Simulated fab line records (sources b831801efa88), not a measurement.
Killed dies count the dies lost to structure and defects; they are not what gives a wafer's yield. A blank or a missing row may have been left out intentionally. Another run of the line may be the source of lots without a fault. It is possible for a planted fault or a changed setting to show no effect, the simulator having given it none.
Problem report in the 8D (eight disciplines) form, filled by code :: flow sky130 :: the parts of the form that need people (team, actions taken, sign-off) are left out

== 1. PROBLEM STATEMENT ==
oesProductAu at SKY_VIA2_ETCH_15 reads a mean of 1.001 a.u. on 5 wafers of 3 lots; wafers without a fault read 0.940 a.u. with a standard deviation of 0.0046. Measured from the usual mean, that is +13 standard deviations.
The step: etches SiO2 in C4F8/O2/Ar, stops on TiN, target depth 546 nm, time 84 s.
The first sign was on wafer L883.1 at day 38 07:51, on rieDiel-01. Wafers with a number at this step in the record: 36, from 12 lots. Rule for "out", or "out of limits": more than 4 standard deviations from the usual mean. The rest of the wafers with a number are treated as sound.

== 2. WHAT IT IS; WHAT IT IS NOT ==
question: which readings at this step
is: oesProductAu
is not: -

question: which lots
is: L883, L884, L885
is not: L877, L878, L879, L886, L893, L894, L895, L898, L899

question: which wafers of those lots
is: L883.1, L883.3, L884.1, L884.3, L885.3
is not: L883.4, L884.4, L885.5, L885.6

question: read on which tools
is: rieDiel-01, rieDiel-03, rieDiel-04
is not: -

question: when
is: from day 38 07:51
is not: up to then (10 sound wafers); but 21 sound wafers of L884, L885, L886, L893, L894, L895, L898, L899 came after

== 3. THE SUSPECTS, EACH WITH WHAT RULES IT OUT ==
Counting: a tool at a process step up to the reading stays a suspect if it ran every lot that is out. Sound lots after the first of them don't rule it out here, since some wafers of a struck lot are sound.
- rieMetal-01 at SKY_METAL2_METAL_ETCH_19 (etches the open film in Cl2/BCl3, stops on SiO2, target depth 360 nm, time 78 s): kept. It ran every lot that is out, first L883 (day 37 05:09).
- cmp-01 at SKY_VIA2_CMP_02 (polishes SiO2): kept. Every lot that is out went through it, the first being L883 (day 37 06:02); the last sound lot it ran before that was L879 (day 35 23:34).
What counting leaves: rieMetal-01 at SKY_METAL2_METAL_ETCH_19 and cmp-01 at SKY_VIA2_CMP_02.

== 4. THE CAUSE (what the simulator had put in) ==
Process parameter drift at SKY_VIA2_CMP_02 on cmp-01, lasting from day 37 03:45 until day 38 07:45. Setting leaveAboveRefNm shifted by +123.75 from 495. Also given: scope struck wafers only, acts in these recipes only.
Counting leaves 2 suspects; this tool is one of them.

== 5. SEQUENCE OF EFFECTS, ordered by route ==
Rows list readings where the struck wafers' mean (over those with a number) sits beyond 3 standard deviations from the usual. Only readings for which the record gives a usual standard deviation are gone through. hours: the time from each lot's start at the first step in this table that gives one to its start at this step, as a median over the lots. sigmas: the change in usual standard deviations.
hours: 0
step: SKY_VIA2_ETCH_15
reading: oesProductAu
usual: 0.940 a.u.
on struck wafers: 1.001
change: +0.061
sigmas: +13
The process steps in it:
- SKY_VIA2_ETCH_15: etches SiO2 in C4F8/O2/Ar, stops on TiN, target depth 546 nm, time 84 s.

== 6. WHAT WOULD HAVE CAUGHT IT SOONER ==
28 hours passed between the start of the fault at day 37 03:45 and the first reading out of limits in this record, taken at day 38 07:51.
Of the tool readings at SKY_VIA2_CMP_02 for which the record gives a usual standard deviation, none was out on any struck wafer, so an alarm limit of 4 standard deviations on them would not have fired.
By day 38 07:51 the whole set of lots that are out, 3 in number, had already begun SKY_VIA2_CMP_02 on cmp-01. Had the tool been put on hold then, not one of them would have been saved.
